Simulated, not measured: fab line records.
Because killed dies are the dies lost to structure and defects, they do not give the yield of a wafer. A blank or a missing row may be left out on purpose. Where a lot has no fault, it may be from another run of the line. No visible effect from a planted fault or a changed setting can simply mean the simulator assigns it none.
fab line records | flow gf180mcu | part 1 of 2: steps 1 to 30 of 42
[record] lots = 5 wafers = 15 last_day = 34
route steps=602 shown DUAL_GATE@156 POLY_GATE@157 HV_LDD@176
lots that met no fault: from a run of the same line without faults
start_h: hours from the record's opening day to when the first of the lot's shown wafers began | wait_h: time in hours since the lot's previous step | " identical to the entry in the row above | L1.1+2: a single row standing in for several wafers | - no value, or no start given | * or withheld: withheld | < > ~ a bound
route shown NAME@n: names a module that has steps shown in the file, with the first one's number in the route | usual: the fault-free wafers' mean and standard deviation | same: alike in all rows | chamber/n: place in a boat | sites: readings site by site | _std_site: their standard deviation | _edge_site: outer sites' mean less inner sites' | radius_mm: for every site, how far away it sits from the centre of the wafer | mask NAME#n: copy n | behind: the most recent tool/chamber to have shaped the wafer | hold: what put the lot on hold/how long, in hours/how the hold closed | device: which transistor (n, p or np) failed to switch | end of line: at the end of the route, the tests of the same wafers | a step without rows: its recipe alone | killed: not the wafer's yield, but the dies lost to structure and defects at the first sort | map: shows each die of a wafer: x if killed, . if not, _ if none is there
set.NAME: setting as actually run; set.NAME@STEP: the setting as run at that earlier step | model.NAME: the simulator's own value behind a step, which no gauge read
lots seen at some steps along the route; tables by step, rows by wafer
services: the hour from which a tool's chamber was out of use, counted from the record's first day as start_h (under 0 if before that day), plus the number of hours and why
[[steps]]
[step GF_DUAL_GATE_OXIDATION_15]
[recipe] temp_c = 850 ambient = O2 stabilise_s = 600 purge_s = 300 target_thk_a = 70.98 ox_time_s = 1995
[usual] zone_power_centre_pct = 16.5/1.6 zone_power_top_pct = 36/4.2
// columns lot.wafer tool chamber start_h wait_h zone_power_centre_pct zone_power_top_pct
L078.1 furnace-01 0 212.94 1.0 18.1 31
L078.4 " 0 " " 18.4 31
L078.5 " 0 " " 18.2 31
L084.2 furnace-01 0 246.77 0.8 18.6 31
L084.4 " 0 " " 18.4 31
L084.5 " 0 " " 18.1 32
L089.1 furnace-02 0 282.14 2.0 15.6 40
L089.3 " 0 " " 15.2 40
L089.4 " 0 " " 15.2 40
L092.1 furnace-02 0 301.51 0.5 15.1 40
L092.5 " 0 " " 15.1 40
L092.6 " 0 " " 15.3 39
L097.3 furnace-02 0 341.38 0.0 15.0 39
L097.4 " 0 " " 15.4 40
L097.6 " 0 " " 15.0 39
[step GF_POLY_GATE_CVD_00]
[recipe] material = poly-Si target_thk_nm = 200 temp_c = 620 time_s = 1200 pressure_mtorr = 200
[usual] zone_power_centre_pct = 9.6/0.79 zone_power_top_pct = 20.4/3
// columns lot.wafer tool chamber start_h wait_h zone_power_centre_pct zone_power_top_pct
L078.1 lpcvd-02 0 214.49 0.0 9.8 16.7
L078.4 " 0 " " 9.9 16.6
L078.5 " 0 " " 9.9 16.6
L084.2 lpcvd-02 1 249.06 0.7 9.1 23.2
L084.4 " 1 " " 9.3 23.7
L084.5 " 1 " " 9.2 23.5
L089.1 lpcvd-02 0 283.69 0.0 9.6 16.6
L089.3 " 0 " " 9.6 16.6
L089.4 " 0 " " 9.7 16.8
L092.1 lpcvd-02 0 303.07 0.0 9.7 16.8
L092.5 " 0 " " 9.5 16.6
L092.6 " 0 " " 9.7 16.6
L097.3 lpcvd-02 1 342.93 0.0 9.3 23.7
L097.4 " 1 " " 9.1 23.8
L097.6 " 1 " " 9.2 23.6
[step GF_POLY_GATE_THK_MEAS_01]
[recipe] reads = poly-Si_of_POLY_GATE_CVD_00
[usual] POLY_GATE_CVD_00_THK = 199.0/1.8
// columns lot.wafer tool chamber start_h wait_h POLY_GATE_CVD_00_THK[nm]
L078.1 film_metro-02 - 215.83 0.0 201.0
L078.4 " - " " 201.9
L078.5 " - " " 203.0
L084.2 film_metro-03 - 250.41 0.0 199.6
L084.4 " - " " 199.2
L084.5 " - " " 198.8
L089.1 film_metro-03 - 285.03 0.0 201.4
L089.3 " - " " 200.9
L089.4 " - " " 203.0
L092.1 film_metro-03 - 304.40 0.0 198.6
L092.5 " - " " 196.5
L092.6 " - " " 198.1
L097.3 film_metro-04 - 344.28 0.0 197.6
L097.4 " - " " 198.2
L097.6 " - " " 196.2
[step GF_POLY_GATE_DEHYDRATE_02]
[recipe] temp_c = 200 time_s = 60
// columns lot.wafer tool chamber start_h wait_h
L078.1+4+5 litho_track-02 0 223.76 7.9
L084.2+4+5 litho_track-02 0 259.49 9.1
L089.1+3+4 litho_track-02 0 294.71 9.7
L092.1+5+6 litho_track-02 0 314.06 9.6
L097.3+4+6 litho_track-02 0 354.51 10.2
[step GF_POLY_GATE_HMDS_03]
[recipe] prime_time_s = 60 prime_temp_c = 120
// columns lot.wafer tool chamber start_h wait_h
L078.1+4+5 litho_track-02 0 223.91 0.1
L084.2+4+5 litho_track-02 0 259.64 0.1
L089.1+3+4 litho_track-02 0 294.86 0.1
L092.1+5+6 litho_track-02 0 314.21 0.1
L097.3+4+6 litho_track-02 0 354.66 0.1
[step GF_POLY_GATE_COAT_04]
[recipe] resist = BARC temp_c = withheld time_s = withheld spin_rpm = withheld resist_thk_nm = withheld
// columns lot.wafer tool chamber start_h wait_h
L078.1+4+5 litho_track-02 0 224.06 0.1
L084.2+4+5 litho_track-02 0 259.79 0.1
L089.1+3+4 litho_track-02 0 295.01 0.1
L092.1+5+6 litho_track-02 0 314.36 0.1
L097.3+4+6 litho_track-02 0 354.81 0.1
[step GF_POLY_GATE_COAT_05]
[recipe] resist = KrF spin_rpm = withheld resist_thk_nm = 700
// columns lot.wafer tool chamber start_h wait_h
L078.1+4+5 litho_track-02 0 - -
L084.2+4+5 litho_track-02 0 - -
L089.1+3+4 litho_track-02 0 - -
L092.1+5+6 litho_track-02 0 - -
L097.3+4+6 litho_track-02 0 - -
[step GF_POLY_GATE_SOFTBAKE_06]
[recipe] temp_c = 130 time_s = 60 resist = KrF
// columns lot.wafer tool chamber start_h wait_h
L078.1+4+5 litho_track-02 0 - -
L084.2+4+5 litho_track-02 0 - -
L089.1+3+4 litho_track-02 0 - -
L092.1+5+6 litho_track-02 0 - -
L097.3+4+6 litho_track-02 0 - -
[step GF_POLY_GATE_EXPOSE_07]
[recipe] mask_id = Poly2 target_cd_nm = 280 na = 0.68 source_shape = conventional sigma_outer = 0.6 dose_mj = 28
// columns lot.wafer tool chamber start_h wait_h mask
L078.1+4+5 krf_scanner-01 0 - - Poly2#0
L084.2+4+5 krf_scanner-01 0 - - Poly2#0
L089.1+3+4 krf_scanner-02 0 - - Poly2#0
L092.1+5+6 krf_scanner-02 0 - - Poly2#0
L097.3+4+6 krf_scanner-02 0 - - Poly2#0
[step GF_POLY_GATE_PEB_08]
[recipe] peb_temp_c = 135 peb_time_s = 90 resist = KrF
// columns lot.wafer tool chamber start_h wait_h
L078.1+4+5 litho_track-02 0 - -
L084.2+4+5 litho_track-02 0 - -
L089.1+3+4 litho_track-04 0 - -
L092.1+5+6 litho_track-04 0 - -
L097.3+4+6 litho_track-03 0 - -
[step GF_POLY_GATE_DEVELOP_09]
[recipe] develop_time_s = 60 resist = KrF dev_temp_c = 21
// columns lot.wafer tool chamber start_h wait_h
L078.1+4+5 litho_track-02 0 233.76 0.2
L084.2+4+5 litho_track-02 0 269.14 0.2
L089.1+3+4 litho_track-04 0 305.43 0.2
L092.1+5+6 litho_track-04 0 325.83 0.2
L097.3+4+6 litho_track-03 0 366.22 0.1
[step GF_POLY_GATE_CD_MEAS_10]
[recipe] target_cd_nm = 280
[usual] cd_nm = 280.2/1.1
// columns lot.wafer tool chamber start_h wait_h cd_nm
L078.1 cd_sem-02 - 233.91 0.1 280.0
L078.4 " - " " 280.7
L078.5 " - " " 280.9
L084.2 cd_sem-02 - 269.28 0.1 278.5
L084.4 " - " " 278.8
L084.5 " - " " 278.8
L089.1 cd_sem-01 - 305.58 0.1 280.5
L089.3 " - " " 279.5
L089.4 " - " " 279.3
L092.1 cd_sem-02 - 325.98 0.1 282.1
L092.5 " - " " 281.8
L092.6 " - " " 281.0
L097.3 cd_sem-02 - 366.36 0.1 280.1
L097.4 " - " " 280.2
L097.6 " - " " 280.8
[step GF_POLY_GATE_OVL_MEAS_11]
[usual] POLY_GATE_OVL = 1/5.6
// columns lot.wafer tool chamber start_h wait_h POLY_GATE_OVL[nm]
L078.1 overlay-02 - 234.03 0.1 -8
L078.4 " - " " 3
L078.5 " - " " -4
L084.2 overlay-02 - 269.39 0.1 -11
L084.4 " - " " -16
L084.5 " - " " -5
L089.1 overlay-02 - 305.70 0.1 11
L089.3 " - " " 11
L089.4 " - " " 6
L092.1 overlay-02 - 326.10 0.1 4
L092.5 " - " " 0
L092.6 " - " " 1
L097.3 overlay-02 - 366.45 0.1 -2
L097.4 " - " " 4
L097.6 " - " " 3
[step GF_POLY_GATE_ETCH_12]
[recipe] chemistry = N2/H2 target_depth_a = withheld overetch_a = withheld time_s = withheld target = BARC ion_energy_ev = 200 source_w = 500 bias_w = 100 pressure_mtorr = 30 n2_flow_sccm = 100 h2_flow_sccm = 200
[usual] drypump_motor_current_A = 5.8/0.58 oes_product_au = 0.736/0.0054 throttle_valve_pct = 13.214/0.0089
// columns lot.wafer tool chamber start_h wait_h drypump_motor_current_A oes_product_au throttle_valve_pct
L078.1 rie_diel-01 1 234.07 0.0 6.3 0.727 13.225
L078.4 " 3 " " 4.7 0.745 13.224
L078.5 " 3 " " 4.7 0.744 13.211
L084.2 rie_diel-04 2 269.42 0.0 5.3 0.736 13.210
L084.4 " 1 " " 5.5 0.744 13.215
L084.5 " 1 " " 5.5 0.744 13.218
L089.1 rie_diel-01 2 305.74 0.0 5.6 0.741 13.211
L089.3 " 3 " " 4.7 0.726 13.230
L089.4 " 1 " " 6.3 0.743 13.209
L092.1 rie_diel-01 1 326.14 0.0 6.3 0.729 13.225
L092.5 " 0 " " 6.0 0.735 13.219
L092.6 " 1 " " 6.3 0.751 13.215
L097.3 rie_diel-04 0 366.47 0.0 6.7 0.736 13.197
L097.4 " 1 " " 5.5 0.729 13.204
L097.6 " 3 " " 5.9 0.732 13.216
[step GF_POLY_GATE_ETCH_13]
[recipe] target = poly-Si target_depth_nm = 198.5 stop_on = SiO2 over_etch_frac = 0.403 chemistry = HBr/Cl2 icp_w = 400 bias_w = 100 pressure_mtorr = 10 HBr_flow_sccm = 150 Cl2_flow_sccm = 50 time_s = 69.6
[usual] drypump_motor_current_A = 5.5/0.35 mfc_cl2_sccm = 50.00/0.16 oes_product_au = 0.990/0.0079 throttle_valve_pct = 33.684/0.0091
// columns lot.wafer tool chamber start_h wait_h drypump_motor_current_A mfc_cl2_sccm oes_product_au rf_hours_counter_h throttle_valve_pct
L078.1 rie_si-02 3 234.12 - 5.7 49.89 0.984 24 33.680
L078.4 " 0 " " 6.2 49.93 1.010 5 33.685
L078.5 " 1 " " 5.1 49.96 1.012 - 33.688
L084.2 rie_si-01 1 269.47 - 5.7 49.69 0.982 2 33.676
L084.4 " 3 " " 5.2 49.80 0.999 2 33.697
L084.5 " 2 " " 5.2 49.89 0.997 - 33.681
L089.1 rie_si-01 3 305.79 - 5.2 50.00 0.996 2 33.695
L089.3 " 2 " " 5.2 49.95 1.000 47 33.689
L089.4 " 1 " " 5.8 49.95 0.985 - 33.680
L092.1 rie_si-02 0 326.19 - 6.2 50.05 0.995 6 33.674
L092.5 " 1 " " 5.1 49.78 0.982 - 33.693
L092.6 " 2 " " 6.0 49.91 0.992 - 33.682
L097.3 rie_si-01 0 366.52 - 5.6 49.87 0.993 0 33.698
L097.4 " 3 " " 5.2 50.16 0.987 3 33.695
L097.6 " 0 " " 5.6 49.97 0.983 - 33.678
[step GF_POLY_GATE_STRIP_14]
[recipe] chemistry = O2/N2 power_w = 1400 pressure_mtorr = 1500 platen_temp_c = 250 o2_flow_sccm = 3000 n2_flow_sccm = 300 overash_fraction = 0.5
[usual] drypump_motor_current_A = 6.0/0.43 heater_power_w = 326/30 o2_flow_sccm = 3000/9.1 oes_product_au = 0.504/0.0045 platen_temp_c = 249.94/0.19
// columns lot.wafer tool chamber start_h wait_h drypump_motor_current_A heater_power_w o2_flow_sccm oes_product_au platen_temp_c rf_hours_counter_h
L078.1 plasma_asher-01 0 234.17 0.0 6.8 362 3018 0.505 250.05 11
L078.4 " 0 " " 6.8 345 3000 0.509 250.03 -
L078.5 " 1 " " 5.7 285 3003 0.501 250.12 -
L084.2 plasma_asher-03 1 269.52 0.0 5.9 285 3011 0.510 249.80 48
L084.4 " 0 " " 6.0 316 3009 0.506 250.08 -
L084.5 " 1 " " 5.9 295 3002 0.502 249.76 -
L089.1 plasma_asher-01 1 305.84 0.0 5.7 289 3014 0.505 250.07 19
L089.3 " 1 " " 5.6 285 3002 0.509 250.03 -
L089.4 " 0 " " 6.8 364 3008 0.504 249.78 -
L092.1 plasma_asher-03 1 326.24 0.0 5.9 289 2992 0.512 249.96 54
L092.5 " 1 " " 5.9 292 3000 0.512 249.67 -
L092.6 " 0 " " 6.0 317 2999 0.504 249.91 -
L097.3 plasma_asher-04 0 366.61 0.1 5.5 339 2996 0.506 249.92 -
L097.4 " 1 " " 6.4 361 3008 0.503 249.95 -
L097.6 " 1 " " 6.4 369 3000 0.500 249.97 -
[step GF_POLY_GATE_CLEAN_15]
[recipe] chemistry = SC1/SC2 mix = 1:4:20 temp_c = 70 time_s = 150 dry = n2_spin
// columns lot.wafer tool chamber start_h wait_h
L078.1+4+5 wet_bench-02 3 234.27 0.1
L084.2+4+5 wet_bench-02 2 269.62 0.1
L089.1+3+4 wet_bench-01 3 305.94 0.1
L092.1+5+6 wet_bench-01 1 326.34 0.1
L097.3+4+6 wet_bench-02 3 366.68 0.0
[step GF_POLY_GATE_OXIDATION_16]
[recipe] temp_c = 850 ambient = O2 stabilise_s = 600 purge_s = 300 target_thk_a = 40 ox_time_s = 899
[usual] zone_power_centre_pct = 16.5/1.5 zone_power_top_pct = 36/4.1
// columns lot.wafer tool chamber start_h wait_h zone_power_centre_pct zone_power_top_pct
L078.1 furnace-01 0 234.33 0.0 18.1 31
L078.4 " 0 " " 18.4 31
L078.5 " 0 " " 18.2 31
L084.2 furnace-02 0 269.69 0.0 15.2 40
L084.4 " 0 " " 15.0 40
L084.5 " 0 " " 15.1 40
L089.1 furnace-02 0 307.01 1.0 15.4 39
L089.3 " 0 " " 15.3 39
L089.4 " 0 " " 15.4 40
L092.1 furnace-02 0 326.61 0.2 15.2 40
L092.5 " 0 " " 15.2 40
L092.6 " 0 " " 15.1 39
L097.3 furnace-01 0 367.04 0.3 18.1 31
L097.4 " 0 " " 18.3 31
L097.6 " 0 " " 18.3 31
[step GF_POLY_GATE_THK_MEAS_17]
[recipe] reads = SiO2_of_POLY_GATE_OXIDATION_16
[usual] POLY_GATE_OXIDATION_THK = 3.96/0.079
// columns lot.wafer tool chamber start_h wait_h POLY_GATE_OXIDATION_THK[nm]
L078.1 film_metro-04 - 235.58 0.0 3.88
L078.4 " - " " 3.94
L078.5 " - " " 3.87
L084.2 film_metro-02 - 270.95 0.0 3.99
L084.4 " - " " 3.89
L084.5 " - " " 3.96
L089.1 film_metro-02 - 308.26 0.0 3.72
L089.3 " - " " 3.84
L089.4 " - " " 3.90
L092.1 film_metro-04 - 327.86 0.0 3.96
L092.5 " - " " 3.88
L092.6 " - " " 3.98
L097.3 film_metro-02 - 368.31 0.0 3.86
L097.4 " - " " 3.91
L097.6 " - " " 3.80
[step GF_POLY_GATE_CD_MEAS_18]
[usual] cd_nm = 280.6/1.9
// columns lot.wafer tool chamber start_h wait_h cd_nm
L078.1 cd_sem-02 - 235.64 0.1 278.4
L078.4 " - " " 280.6
L078.5 " - " " 283.7
L084.2 cd_sem-01 - 271.03 0.1 278.3
L084.4 " - " " 278.8
L084.5 " - " " 280.8
L089.1 cd_sem-01 - 308.32 0.1 281.8
L089.3 " - " " 280.4
L089.4 " - " " 279.3
L092.1 cd_sem-02 - 327.92 0.1 279.1
L092.5 " - " " 284.5
L092.6 " - " " 278.6
L097.3 cd_sem-02 - 368.41 0.1 281.6
L097.4 " - " " 282.7
L097.6 " - " " 282.4
[step GF_HV_LDD_DEHYDRATE_00]
[recipe] temp_c = 200 time_s = 60
// columns lot.wafer tool chamber start_h wait_h
L078.1+4+5 litho_track-04 0 244.33 8.7
L084.2+4+5 litho_track-04 0 280.61 9.6
L089.1+3+4 litho_track-01 0 318.34 10.0
L092.1+5+6 litho_track-03 0 337.32 9.4
L097.3+4+6 litho_track-01 0 379.14 10.7
[step GF_HV_LDD_HMDS_01]
[recipe] prime_time_s = 60 prime_temp_c = 120
// columns lot.wafer tool chamber start_h wait_h
L078.1+4+5 litho_track-04 0 244.48 0.1
L084.2+4+5 litho_track-04 0 280.76 0.1
L089.1+3+4 litho_track-01 0 318.49 0.1
L092.1+5+6 litho_track-03 0 337.47 0.1
L097.3+4+6 litho_track-01 0 379.29 0.1
[step GF_HV_LDD_COAT_02]
[recipe] resist = NOVOLAK spin_rpm = 3000 resist_thk_nm = 1000
[usual] spin_speed_rpm = 3000.2/1.7
// columns lot.wafer tool chamber start_h wait_h spin_speed_rpm
L078.1 litho_track-04 0 244.63 0.1 3002.7
L078.4 " 0 " " 3001.6
L078.5 " 0 " " 3002.4
L084.2 litho_track-04 0 280.91 0.1 3001.8
L084.4 " 0 " " 3001.4
L084.5 " 0 " " 3000.5
L089.1 litho_track-01 0 318.64 0.1 2997.9
L089.3 " 0 " " 2997.3
L089.4 " 0 " " 2998.7
L092.1 litho_track-03 0 337.62 0.1 2996.6
L092.5 " 0 " " 2997.8
L092.6 " 0 " " 2996.9
L097.3 litho_track-01 0 379.44 0.1 3000.2
L097.4 " 0 " " 2999.3
L097.6 " 0 " " 3000.9
[step GF_HV_LDD_SOFTBAKE_03]
[recipe] temp_c = 90 time_s = 60 resist = NOVOLAK
// columns lot.wafer tool chamber start_h wait_h
L078.1+4+5 litho_track-04 0 244.78 0.1
L084.2+4+5 litho_track-04 0 281.06 0.1
L089.1+3+4 litho_track-01 0 318.79 0.1
L092.1+5+6 litho_track-03 0 337.77 0.1
L097.3+4+6 litho_track-01 0 379.59 0.1
[step GF_HV_LDD_EXPOSE_04]
[recipe] mask_id = Nplus_LV_AREA target_cd_nm = 400 na = 0.6 source_shape = conventional sigma_outer = 0.6 dose_mj = 140
// columns lot.wafer tool chamber start_h wait_h mask
L078.1+4+5 iline_stepper-01 0 - - Nplus_LV_AREA#0
L084.2+4+5 iline_stepper-01 0 - - Nplus_LV_AREA#0
L089.1+3+4 iline_stepper-02 0 - - Nplus_LV_AREA#0
L092.1+5+6 iline_stepper-02 0 - - Nplus_LV_AREA#0
L097.3+4+6 iline_stepper-02 0 - - Nplus_LV_AREA#0
[step GF_HV_LDD_PEB_05]
[recipe] temp_c = withheld time_s = * resist = NOVOLAK
// columns lot.wafer tool chamber start_h wait_h
L078.1+4+5 litho_track-03 0 - -
L084.2+4+5 litho_track-01 0 - -
L089.1+3+4 litho_track-04 0 - -
L092.1+5+6 litho_track-03 0 - -
L097.3+4+6 litho_track-01 0 - -
[step GF_HV_LDD_DEVELOP_06]
[recipe] develop_time_s = 60 dev_temp_c = 23
// columns lot.wafer tool chamber start_h wait_h
L078.1+4+5 litho_track-03 0 254.27 0.1
L084.2+4+5 litho_track-01 0 290.82 0.1
L089.1+3+4 litho_track-04 0 328.63 0.1
L092.1+5+6 litho_track-03 0 348.72 0.1
L097.3+4+6 litho_track-01 0 390.59 0.1
[step GF_HV_LDD_CD_MEAS_07]
[recipe] target_cd_nm = 400
[usual] cd_nm = 399.8/1.9
// columns lot.wafer tool chamber start_h wait_h cd_nm
L078.1 cd_sem-01 - 254.42 0.1 396.1
L078.4 " - " " 398.9
L078.5 " - " " 396.5
L084.2 cd_sem-02 - 290.96 0.1 397.7
L084.4 " - " " 399.2
L084.5 " - " " 399.5
L089.1 cd_sem-02 - 328.78 0.1 397.4
L089.3 " - " " 397.4
L089.4 " - " " 400.2
L092.1 cd_sem-01 - 348.87 0.1 395.9
L092.5 " - " " 399.1
L092.6 " - " " 399.1
L097.3 cd_sem-02 - 390.73 0.1 398.3
L097.4 " - " " 397.5
L097.6 " - " " 397.6
[step GF_HV_LDD_OVL_MEAS_08]
[usual] HV_LDD_OVL = 0.5/1.3
// columns lot.wafer tool chamber start_h wait_h HV_LDD_OVL[nm]
L078.1 overlay-02 - 254.54 0.1 0.2
L078.4 " - " " 0.2
L078.5 " - " " -2.6
L084.2 overlay-01 - 291.07 0.1 -0.2
L084.4 " - " " -0.8
L084.5 " - " " 0.8
L089.1 overlay-01 - 328.90 0.1 -1.0
L089.3 " - " " 0.0
L089.4 " - " " -1.3
L092.1 overlay-02 - 348.99 0.1 1.4
L092.5 " - " " 0.7
L092.6 " - " " -0.7
L097.3 overlay-02 - 390.83 0.1 0.1
L097.4 " - " " -1.0
L097.6 " - " " -1.2
[step GF_HV_LDD_IMPLANT_09]
[recipe] species = As energy_kev = 40 dose_cm2 = 1e+14 tilt_deg = 7
[usual] beam_energy_keV = 40.000/0.013 beam_on_s = 10.01/0.21
// columns lot.wafer tool chamber start_h wait_h beam_energy_keV beam_on_s
L078.1 implanter-04 0 254.57 0.0 40.026 9.89
L078.4 " 0 " " 40.019 10.32
L078.5 " 0 " " 40.035 10.05
L084.2 implanter-03 0 291.13 0.0 40.007 10.19
L084.4 " 0 " " 39.987 9.56
L084.5 " 0 " " 39.993 10.12
L089.1 implanter-03 0 328.94 0.0 39.980 10.03
L089.3 " 0 " " 39.963 10.03
L089.4 " 0 " " 39.983 9.72
L092.1 implanter-03 0 349.02 0.0 40.006 10.37
L092.5 " 0 " " 40.005 9.77
L092.6 " 0 " " 40.007 9.94
L097.3 implanter-03 0 390.90 0.1 40.001 9.91
L097.4 " 0 " " 39.997 9.91
L097.6 " 0 " " 39.997 9.83
